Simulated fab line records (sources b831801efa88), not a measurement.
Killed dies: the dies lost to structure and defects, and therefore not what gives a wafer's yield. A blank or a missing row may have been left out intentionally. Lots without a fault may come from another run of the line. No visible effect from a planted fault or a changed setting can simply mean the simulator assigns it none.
Problem report in the 8D (eight disciplines) form, filled by code / flow sky130 / the parts of the form that need people (team, actions taken, sign-off) are left out

1. THE PROBLEM
Wafers without a fault read 0.3, standard deviation 0.51; killedAtOther at SKY_PAD_OPEN_PROBE_99 reads a mean of 40.7 on 6 wafers belonging to 2 lots. Measured from the usual mean, that is +79 standard deviations.
Earliest sighting: wafer L471.2 on prober-02 at day 50 15:35. Wafers with a number at this step in the record: 42, from 14 lots. The rule behind "out" and "out of limits": a value lying over 4 standard deviations away from the usual mean. The rest of the wafers with a number are treated as sound.

2. WHAT IT IS; WHAT IT IS NOT
question=which readings at this step | is=killedAtOther | is not=killed_at_M0_to_M3, killed_at_M4_up, killedAtFrontEnd, killedOpen
question=which lots | is=L471, L474 | is not=L453, L454, L455, L456, L458, L459, L460, L461, L462, L463, L466, L473
question=which wafers of those lots | is=all that have a number | is not=-
question=read on which tools | is=prober-01, prober-02 | is not=-
question=when | is=from day 50 15:35 | is not=up to then (33 sound wafers); but 3 sound wafers of L473 came after

3. SUSPECTS, AND WHAT RULES EACH OUT
Counting: any tool at a process step up to the reading is kept as a suspect provided that every lot that is out went through it and no sound lot did after the first of them.
- wetBench-01 at SKY_CAPM_STRIP_15 (strips in post etch residue remover, time 1200 s): kept. Every lot that is out went through it, starting with L471 (day 43 17:58), and after that it ran no sound lot; the last sound lot it ran before then is L466 (day 42 00:41).
The count leaves wetBench-01 at SKY_CAPM_STRIP_15.

4. THE CAUSE (what the simulator had put in)
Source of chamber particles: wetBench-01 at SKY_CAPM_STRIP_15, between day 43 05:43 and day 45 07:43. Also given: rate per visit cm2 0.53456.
After counting, this tool was the only one left.

5. SEQUENCE OF EFFECTS, ordered by route
Each row: a reading whose mean over the struck wafers that have a number lies more than 3 standard deviations from the usual. Only readings whose record carries a usual standard deviation are examined. hours: median over the lots of the time between each lot's start at the first step of this table that gives one and its start at this step. sigmas: the change, counted in usual standard deviations.
hours=0; step=SKY_PAD_OPEN_PROBE_99; reading=defectLimitedYield; usual=82.7 %; on struck wafers=74.6; change=-8.1; sigmas=-4.3
hours=0; step=SKY_PAD_OPEN_PROBE_99; reading=killedAtOther; usual=0.3; on struck wafers=40.7; change=+40.4; sigmas=+79
hours=0; step=SKY_PAD_OPEN_PROBE_99; reading=killedDies; usual=85; on struck wafers=125; change=+40; sigmas=+4.3
hours=0; step=SKY_PAD_OPEN_PROBE_99; reading=sort_bin_5_function; usual=10.3 %; on struck wafers=16.6; change=+6.3; sigmas=+4.2
hours=0; step=SKY_PAD_OPEN_PROBE_99; reading=sortNPass; usual=407; on struck wafers=367; change=-40; sigmas=-4.3
hours=0; step=SKY_PAD_OPEN_PROBE_99; reading=sortYieldPct; usual=82.7 %; on struck wafers=74.6; change=-8.1; sigmas=-4.3
It contains these process steps:
- SKY_PAD_OPEN_PROBE_99

6. WHAT WOULD HAVE CAUGHT IT SOONER
178 hours passed between the start of the fault at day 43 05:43 and the first reading out of limits in this record, taken at day 50 15:35.
By day 50 15:35, every lot that is out (2) had started SKY_CAPM_STRIP_15 on wetBench-01. None of them would have been spared by holding the tool at that moment.
